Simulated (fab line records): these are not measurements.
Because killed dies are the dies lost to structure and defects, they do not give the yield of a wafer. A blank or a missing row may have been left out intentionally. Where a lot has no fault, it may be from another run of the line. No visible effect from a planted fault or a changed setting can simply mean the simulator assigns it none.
fab line records	flow sky130
record: lots: 14	wafers: 42	last-day: 51
route steps=708 shown POLY_GATE@236 LDD_P@262 LDD_HVP@288 PAD_OPEN@708
lots untouched by any fault: they come from a run of this same line in which no faults occurred
start-h: start of the lot's first displayed wafer, in hours after the record's first day	wait-h: hours elapsed since this lot's preceding step	" repeats the value in the row above	L1.1+2: a row that stands for several wafers	- no value, or no start given	* or withheld: withheld	< > ~ a bound
route shown NAME@n: a module of which the file shows steps, and the number in the route of the first	usual: mean/standard deviation of fault-free wafers	same: alike in all rows	chamber/n: place in a boat	sites: the reading at each site	_std_site: their standard deviation	_edge_site: the outer-site mean with the inner-site mean subtracted	radius-mm: how far each site lies from the wafer's centre	mask NAME#n: copy n	behind: the last tool/chamber to shape the wafer	hold: why the lot was held/for how many hours/how that ended	device: names the non-switching transistor (n, p or np)	end of line: tests of these same wafers at the route's end	a step without rows: its recipe alone	killed: dies that structure and defects cost at the first sort, which is not the same as the wafer's yield	map: a wafer's dies, x killed, . not, _ none there
set.NAME: the setting that was run; set.NAME@STEP: the one run at that earlier step	model.NAME: the simulator's own value behind a step, which no gauge read
the route's steps for a sample of lots (tables are steps, rows are wafers)
services: the hour from which a tool's chamber was out of use, counted from the record's first day as start-h (under 0 if before that day), plus the number of hours and why
== steps ==
step: SKY_POLY_GATE_CD_MEAS_22
usual: cd-nm: 149.5/2.6
lot.wafer	tool	chamber	start-h	wait-h	cd-nm
L500.1	cd-sem-01	-	402.98	0.1	153.2
L500.4	"	-	"	"	149.7
L500.6	"	-	"	"	152.3
L501.1	cd-sem-02	-	420.21	0.1	147.4
L501.3	"	-	"	"	148.1
L501.5	"	-	"	"	147.9
L503.2	cd-sem-02	-	424.51	0.1	149.3
L503.4	"	-	"	"	144.1
L503.6	"	-	"	"	145.7
L504.1	cd-sem-01	-	432.22	0.1	148.6
L504.3	"	-	"	"	148.0
L504.6	"	-	"	"	150.4
L506.2	cd-sem-02	-	442.77	0.1	151.4
L506.5	"	-	"	"	152.3
L506.6	"	-	"	"	148.7
L505.1	cd-sem-01	-	442.81	0.2	155.6
L505.2	"	-	"	"	150.0
L505.3	"	-	"	"	152.7
L507.1	cd-sem-02	-	454.73	0.1	147.7
L507.2	"	-	"	"	149.4
L507.3	"	-	"	"	150.6
L508.2	cd-sem-02	-	473.36	0.1	149.7
L508.3	"	-	"	"	151.9
L508.6	"	-	"	"	147.1
L510.2	cd-sem-01	-	483.40	0.1	151.9
L510.4	"	-	"	"	148.9
L510.5	"	-	"	"	151.3
L511.1	cd-sem-01	-	493.58	0.1	145.9
L511.2	"	-	"	"	148.0
L511.4	"	-	"	"	147.5
L512.1	cd-sem-02	-	504.02	0.1	145.9
L512.2	"	-	"	"	149.6
L512.3	"	-	"	"	149.9
L516.3	cd-sem-02	-	538.97	0.1	146.2
L516.5	"	-	"	"	146.8
L516.6	"	-	"	"	146.2
L519.3	cd-sem-02	-	563.90	0.1	153.1
L519.4	"	-	"	"	147.0
L519.5	"	-	"	"	149.2
L521.1	cd-sem-02	-	572.44	0.1	149.7
L521.3	"	-	"	"	147.8
L521.4	"	-	"	"	149.3
step: SKY_LDD_P_CD_MEAS_07
recipe: target-cd-nm: 380
usual: cd-nm: 380.0/2.8
lot.wafer	tool	chamber	start-h	wait-h	cd-nm
L500.1	cd-sem-01	-	465.69	0.1	382.9
L500.4	"	-	"	"	383.8
L500.6	"	-	"	"	383.8
L501.1	cd-sem-02	-	483.44	0.1	377.7
L501.3	"	-	"	"	379.2
L501.5	"	-	"	"	377.7
L503.2	cd-sem-02	-	487.59	0.1	376.4
L503.4	"	-	"	"	381.1
L503.6	"	-	"	"	380.5
L504.1	cd-sem-01	-	494.74	0.1	384.1
L504.3	"	-	"	"	383.2
L504.6	"	-	"	"	381.0
L506.2	cd-sem-02	-	507.09	0.1	375.7
L506.5	"	-	"	"	377.1
L506.6	"	-	"	"	377.0
L505.1	cd-sem-01	-	507.24	0.1	379.3
L505.2	"	-	"	"	379.6
L505.3	"	-	"	"	377.1
L507.1	cd-sem-01	-	516.99	0.1	372.4
L507.2	"	-	"	"	374.9
L507.3	"	-	"	"	372.9
L508.2	cd-sem-01	-	535.96	0.1	380.1
L508.3	"	-	"	"	378.4
L508.6	"	-	"	"	378.1
L510.2	cd-sem-02	-	545.31	0.1	376.1
L510.4	"	-	"	"	376.5
L510.5	"	-	"	"	374.3
L511.1	cd-sem-01	-	555.89	0.1	384.6
L511.2	"	-	"	"	380.6
L511.4	"	-	"	"	381.5
L512.1	cd-sem-02	-	565.59	0.1	381.6
L512.2	"	-	"	"	381.6
L512.3	"	-	"	"	380.0
L516.3	cd-sem-02	-	600.63	0.1	383.2
L516.5	"	-	"	"	383.3
L516.6	"	-	"	"	383.5
L519.3	cd-sem-01	-	624.96	0.1	384.3
L519.4	"	-	"	"	385.6
L519.5	"	-	"	"	384.8
L521.1	cd-sem-02	-	633.77	0.1	379.4
L521.3	"	-	"	"	380.9
L521.4	"	-	"	"	378.2
step: SKY_LDD_P_IMPLANT_09
recipe: species: BF2	energy-kev: 25	dose-cm2: 1e+13	tilt-deg: withheld
usual: beam-energy-keV: 25.002/0.0078
lot.wafer	tool	chamber	start-h	wait-h	beam-energy-keV
L500.1	implanter-04	0	465.93	0.1	24.990
L500.4	"	0	"	"	25.003
L500.6	"	0	"	"	24.993
L501.1	implanter-01	0	483.60	0.0	25.008
L501.3	"	0	"	"	25.000
L501.5	"	0	"	"	25.006
L503.2	implanter-01	0	487.76	0.0	25.013
L503.4	"	0	"	"	25.009
L503.6	"	0	"	"	25.010
L504.1	implanter-01	0	494.90	0.0	24.999
L504.3	"	0	"	"	24.998
L504.6	"	0	"	"	25.002
L506.2	implanter-01	0	507.26	0.0	25.001
L506.5	"	0	"	"	25.012
L506.6	"	0	"	"	25.003
L505.1	implanter-02	0	507.40	0.0	24.996
L505.2	"	0	"	"	24.993
L505.3	"	0	"	"	24.994
L507.1	implanter-02	0	517.14	0.0	24.999
L507.2	"	0	"	"	25.004
L507.3	"	0	"	"	25.006
L508.2	implanter-04	0	536.12	0.0	24.997
L508.3	"	0	"	"	24.990
L508.6	"	0	"	"	24.998
L510.2	implanter-02	0	545.47	0.0	25.009
L510.4	"	0	"	"	25.007
L510.5	"	0	"	"	24.997
L511.1	implanter-04	0	556.05	0.0	25.008
L511.2	"	0	"	"	25.003
L511.4	"	0	"	"	25.004
L512.1	implanter-01	0	565.74	0.0	24.997
L512.2	"	0	"	"	25.011
L512.3	"	0	"	"	25.005
L516.3	implanter-04	0	600.79	0.1	24.990
L516.5	"	0	"	"	25.001
L516.6	"	0	"	"	24.997
L519.3	implanter-01	0	625.13	0.1	26.769
L519.4	"	0	"	"	26.766
L519.5	"	0	"	"	26.759
L521.1	implanter-01	0	633.93	0.0	26.766
L521.3	"	0	"	"	26.770
L521.4	"	0	"	"	26.765
step: SKY_LDD_HVP_TW_MEAS_10
usual: LDD_HVP_TW: 457/3
lot.wafer	tool	chamber	start-h	wait-h	LDD_HVP_TW
L500.1	film-metro-02	-	528.15	0.1	461
L500.4	"	-	"	"	461
L500.6	"	-	"	"	463
L501.1	film-metro-03	-	545.65	0.1	454
L501.3	"	-	"	"	457
L501.5	"	-	"	"	457
L503.2	film-metro-02	-	550.13	0.1	460
L503.4	"	-	"	"	463
L503.6	"	-	"	"	462
L504.1	film-metro-02	-	555.60	0.1	458
L504.3	"	-	"	"	462
L504.6	"	-	"	"	461
L506.2	film-metro-02	-	568.87	0.1	461
L506.5	"	-	"	"	459
L506.6	"	-	"	"	462
L505.1	film-metro-04	-	569.16	0.1	456
L505.2	"	-	"	"	455
L505.3	"	-	"	"	453
L507.1	film-metro-02	-	578.37	0.1	458
L507.2	"	-	"	"	456
L507.3	"	-	"	"	459
L508.2	film-metro-02	-	597.48	0.1	460
L508.3	"	-	"	"	459
L508.6	"	-	"	"	460
L510.2	film-metro-04	-	606.81	0.1	453
L510.4	"	-	"	"	455
L510.5	"	-	"	"	455
L511.1	film-metro-04	-	616.71	0.1	454
L511.2	"	-	"	"	453
L511.4	"	-	"	"	456
L512.1	film-metro-03	-	626.16	0.1	458
L512.2	"	-	"	"	457
L512.3	"	-	"	"	458
L516.3	film-metro-02	-	660.78	0.1	459
L516.5	"	-	"	"	458
L516.6	"	-	"	"	456
L519.3	film-metro-03	-	683.37	0.1	457
L519.4	"	-	"	"	459
L519.5	"	-	"	"	454
L521.1	film-metro-04	-	692.31	0.1	454
L521.3	"	-	"	"	456
L521.4	"	-	"	"	455
step: SKY_PAD_OPEN_PROBE_99
usual: killed_at_M0_to_M3: 44/7.2	killed_at_M4_up: 2.9/1.8	killed-at-contacts: 24/5.2	killed-at-front-end: 15/4	killed-at-other: 0.2/0.49	killed-dies: 85/9.1	killed-open: 47/6.8	killed-short: 38/5.7
same: gross-dies: 492	killed-at-back-side: 0
lot.wafer	tool	chamber	start-h	wait-h	killed_at_M0_to_M3	killed_at_M4_up	killed-at-contacts	killed-at-front-end	killed-at-other	killed-dies	killed-open	killed-short
L500.1	prober-01	-	1111.02	0.1	50	1	20	22	0	93	51	42
L500.4	prober-01	-	1111.17	0.2	41	5	17	18	0	81	43	38
L500.6	prober-01	-	1111.27	0.2	43	2	21	19	0	85	57	28
L501.1	prober-02	-	1123.80	0.1	50	2	29	8	0	89	52	37
L501.3	prober-02	-	1123.90	0.2	50	7	24	19	0	100	55	45
L501.5	prober-02	-	1124.00	0.2	50	5	21	9	0	85	52	33
L503.2	prober-02	-	1125.44	0.1	33	7	23	11	1	75	37	38
L503.4	prober-02	-	1125.54	0.2	48	6	24	11	0	89	49	40
L503.6	prober-02	-	1125.64	0.2	44	3	22	17	1	87	44	43
L505.1	prober-01	-	1138.84	0.1	53	2	14	15	0	84	47	37
L505.2	prober-01	-	1138.89	0.1	54	8	25	14	0	101	60	41
L505.3	prober-01	-	1138.94	0.2	52	5	22	12	0	91	41	50
L507.1	prober-02	-	1144.48	0.1	35	2	27	10	0	74	42	32
L507.2	prober-02	-	1144.53	0.1	46	5	19	12	0	82	42	40
L507.3	prober-02	-	1144.58	0.2	36	2	27	14	0	79	46	33
L516.3	prober-01	-	1195.27	0.2	32	2	20	12	2	68	34	34
L516.5	prober-01	-	1195.37	0.2	41	2	11	13	0	67	35	32
L516.6	prober-01	-	1195.42	0.2	38	1	21	20	0	80	41	39
killed by level:class
L500.1 VIA1:geometric-particle:open=14 CONTACT:geometric-particle:open=8 METAL3:geometric-particle:short=7 VIA3:geometric-particle:open=7 FIELD_ISO:geometric-particle:open=6 METAL1:geometric-particle:short=6 POLY_GATE:geometric-particle:open=5 LI_CONTACT:geometric-particle:short=5
L500.4 VIA1:geometric-particle:open=10 VIA3:geometric-particle:open=10 FIELD_ISO:geometric-particle:short=9 METAL4:geometric-particle:short=4 CONTACT:geometric-particle:open=4 LI_CONTACT:geometric-particle:open=4 METAL1:geometric-particle:short=4 FIELD_ISO:geometric-particle:open=3
L500.6 VIA1:geometric-particle:open=15 CONTACT:geometric-particle:open=8 FIELD_ISO:geometric-particle:open=6 LI_CONTACT:geometric-particle:open=6 VIA2:geometric-particle:open=6 VIA3:geometric-particle:open=6 FIELD_ISO:geometric-particle:short=4 LI_CONTACT:geometric-particle:short=4
L501.1 VIA3:geometric-particle:open=13 CONTACT:geometric-particle:open=10 VIA1:geometric-particle:open=10 LI_CONTACT:geometric-particle:open=8 METAL2:geometric-particle:short=8 VIA1:geometric-particle:short=5 LOCAL_INTERCONNECT:geometric-particle:short=4 CONTACT:geometric-particle:short=4
L501.3 VIA1:geometric-particle:open=13 LI_CONTACT:geometric-particle:open=9 FIELD_ISO:geometric-particle:open=7 VIA3:geometric-particle:open=7 METAL2:geometric-particle:short=7 VIA1:geometric-particle:short=6 POLY_GATE:geometric-particle:short=5 CONTACT:geometric-particle:open=5
L501.5 VIA1:geometric-particle:open=13 VIA3:geometric-particle:open=10 CONTACT:geometric-particle:open=7 VIA2:geometric-particle:open=7 LI_CONTACT:geometric-particle:open=6 METAL1:geometric-particle:short=6 VIA1:geometric-particle:short=5 METAL2:geometric-particle:short=5
L503.2 VIA1:geometric-particle:open=12 CONTACT:geometric-particle:open=7 LI_CONTACT:geometric-particle:open=6 CONTACT:geometric-particle:short=6 FIELD_ISO:geometric-particle:short=5 VIA1:geometric-particle:short=5 METAL2:geometric-particle:short=5 METAL4:geometric-particle:short=5
L503.4 VIA1:geometric-particle:open=14 METAL2:geometric-particle:short=9 LI_CONTACT:geometric-particle:open=8 CONTACT:geometric-particle:open=6 VIA2:geometric-particle:open=6 VIA3:geometric-particle:open=6 METAL1:geometric-particle:short=5 METAL4:geometric-particle:short=4
L503.6 VIA1:geometric-particle:open=12 METAL2:geometric-particle:short=7 LI_CONTACT:geometric-particle:open=6 LOCAL_INTERCONNECT:geometric-particle:short=6 VIA2:geometric-particle:open=6 VIA1:geometric-particle:short=5 LI_CONTACT:geometric-particle:short=4 POLY_GATE:geometric-particle:open=4
L505.1 VIA1:geometric-particle:open=13 CONTACT:geometric-particle:open=9 VIA2:geometric-particle:open=8 METAL2:geometric-particle:short=7 FIELD_ISO:geometric-particle:open=5 POLY_GATE:geometric-particle:short=5 METAL1:geometric-particle:short=5 VIA3:geometric-particle:short=5
L505.2 VIA1:geometric-particle:open=11 VIA2:geometric-particle:open=10 CONTACT:geometric-particle:open=8 VIA3:geometric-particle:open=7 METAL2:geometric-particle:short=7 LI_CONTACT:geometric-particle:open=6 FIELD_ISO:geometric-particle:open=5 METAL4:geometric-particle:short=5
L505.3 VIA1:geometric-particle:open=13 CONTACT:geometric-particle:open=11 METAL1:geometric-particle:short=9 VIA2:geometric-particle:short=6 METAL2:geometric-particle:short=6 VIA2:geometric-particle:open=6 FIELD_ISO:geometric-particle:short=5 METAL4:geometric-particle:short=5
L507.1 CONTACT:geometric-particle:open=11 VIA1:geometric-particle:open=11 LI_CONTACT:geometric-particle:open=6 VIA3:geometric-particle:open=6 VIA1:geometric-particle:short=5 CONTACT:geometric-particle:short=4 METAL3:geometric-particle:short=4 METAL2:geometric-particle:short=4
L507.2 VIA1:geometric-particle:open=11 CONTACT:geometric-particle:open=8 METAL2:geometric-particle:short=7 VIA3:geometric-particle:open=7 VIA3:geometric-particle:short=6 FIELD_ISO:geometric-particle:short=5 LI_CONTACT:geometric-particle:open=5 METAL1:geometric-particle:short=5
L507.3 VIA1:geometric-particle:open=9 LI_CONTACT:geometric-particle:open=8 CONTACT:geometric-particle:open=8 VIA3:geometric-particle:open=8 LOCAL_INTERCONNECT:geometric-particle:short=6 FIELD_ISO:geometric-particle:short=4 FIELD_ISO:geometric-particle:open=3 POLY_GATE:geometric-particle:short=3
L516.3 CONTACT:geometric-particle:open=7 CONTACT:geometric-particle:short=5 VIA1:geometric-particle:open=5 METAL2:geometric-particle:short=5 FIELD_ISO:geometric-particle:open=4 POLY_GATE:geometric-particle:short=4 METAL1:geometric-particle:short=4 VIA1:geometric-particle:short=4
L516.5 METAL1:geometric-particle:short=7 VIA2:geometric-particle:open=6 CONTACT:geometric-particle:open=6 VIA1:geometric-particle:open=6 METAL2:geometric-particle:short=5 VIA1:geometric-particle:short=4 METAL2:geometric-particle:open=4 FIELD_ISO:geometric-particle:short=3
L516.6 METAL2:geometric-particle:short=8 VIA1:geometric-particle:open=8 FIELD_ISO:geometric-particle:open=7 CONTACT:geometric-particle:open=7 FIELD_ISO:geometric-particle:short=6 LI_CONTACT:geometric-particle:open=6 METAL1:geometric-particle:short=6 CONTACT:geometric-particle:short=4
== services ==
tool	chamber	start-h	hours	kind
implanter-02	-	467.09	1.3	repair
implanter-01	-	477.29	2.0	repair
implanter-04	-	547.16	4.1	repair
implanter-02	-	566.05	3.9	pm
== key ==
first-sign: step: SKY_LDD_P_IMPLANT_09	reading: beam-energy-keV	direction: up	sigmas: 99+	usual: *	struck: *
effect none on later readings
met-at SKY_LDD_P_IMPLANT_09
struck-lots L519,L521
tester-left-out L519,L521
not-acting-at SKY_POLY_GATE_CD_MEAS_22,SKY_LDD_P_CD_MEAS_07,SKY_LDD_HVP_TW_MEAS_10
onset-between 565.74 625.13
fault: kind: process-parameter-drift	tool: implanter-01	chamber: -	onset-h: 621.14	steps: SKY_LDD_P_IMPLANT_09	channel: energy-kev	offset: *	shape: step	end-h: 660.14	acts-in: *	stated: *
tester-left-out: of these lots the tester's yield and bins aren't shown, on N5 and GAA mostly nor the transistor test; their killed dies are dies lost to structure and defects alone, not to doping, threshold or leakage, so they don't give the yield
